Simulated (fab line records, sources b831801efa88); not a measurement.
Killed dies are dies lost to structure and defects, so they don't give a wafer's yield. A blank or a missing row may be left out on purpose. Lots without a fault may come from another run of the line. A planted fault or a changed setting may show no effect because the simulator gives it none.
One fault seen from 2 desks | flow sky130 | each desk has only its own numbers; what lay behind them comes last

THE METROLOGY DESK
What the gauges read, lot by lot, whatever tool the lot ran on: means of the sampled wafers that have a number. A lot is out of limits, marked OUT, if its mean lies more than 4 standard deviations from the usual mean; the brackets give that distance.
Columns: A = cd_nm at SKY_METAL3_CD_MEAS_13, usual 299.8 nm; B = CAP2M_CVD_00_THK at SKY_CAP2M_THK_MEAS_01, usual 15.54 nm; C = CAP2M_OVL at SKY_CAP2M_OVL_MEAS_12, usual 0.1 nm
lot  | first seen here | A     | B               | C
L311 | day 38 21:25    | 299.9 | 15.68           | -0.5
L313 | day 39 10:51    | 299.6 | 15.83           | 1.5
L314 | day 39 18:25    | 301.1 | 15.43           | 1.1
L317 | day 40 22:44    | 301.8 | 15.49           | 2.7
L318 | day 41 01:16    | 299.8 | 15.62           | -4.1
L323 | day 42 08:54    | 298.0 | 15.41           | 0.9
L325 | day 43 02:28    | 301.5 | 17.97 (+11) OUT | 0.3
L326 | day 43 03:57    | 300.6 | 15.57           | 2.3
L327 | day 43 04:25    | 301.0 | 18.08 (+11) OUT | 1.7
L332 | day 44 22:52    | 302.1 | 15.60           | -1.9
L334 | day 45 05:48    | 299.8 | 15.42           | 1.1
This desk's finding: out of limits on L325, L327; first on L325, day 44 04:25 (CAP2M_CVD_00_THK at SKY_CAP2M_THK_MEAS_01). In limits: L311, L313, L314, L317, L318, L323, L326, L332, L334.

THE TOOL OWNER'S DESK: pecvd-02
The tool's own readings at SKY_CAP2M_CVD_00 (deposits SiO2, target thk 15.5 nm): means of the sampled wafers that have a number, for each lot that ran on this tool. A lot is out of limits, marked OUT, if its mean lies more than 4 standard deviations from the usual mean; the brackets give that distance.
Columns: A = heater_power_w at SKY_CAP2M_CVD_00, usual 682 W
lot  | first seen here | A
L311 | day 40 02:00    | 684
L318 | day 42 05:16    | 609
L323 | day 43 10:41    | 671
L325 | day 44 04:23    | 689
L327 | day 44 06:47    | 731
This desk's finding: nothing out of limits on any of the 5 lots.

PUT TOGETHER
The metrology desk could have raised an alarm at day 44 04:25, on L325, L327.
The tool owner's desk saw nothing out of limits.
The tool owner's desk has L325, L327 on record, within its limits.
Of the lots named, all ran SKY_CAP2M_CVD_00 on pecvd-02.

WHAT THE SIMULATOR HAD PUT IN
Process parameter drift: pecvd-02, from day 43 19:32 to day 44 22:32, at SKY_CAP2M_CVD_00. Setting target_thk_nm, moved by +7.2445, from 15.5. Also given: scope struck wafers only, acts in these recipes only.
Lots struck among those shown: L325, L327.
Hours from the fault's start to each desk's first reading out of limits: the metrology desk, 9.
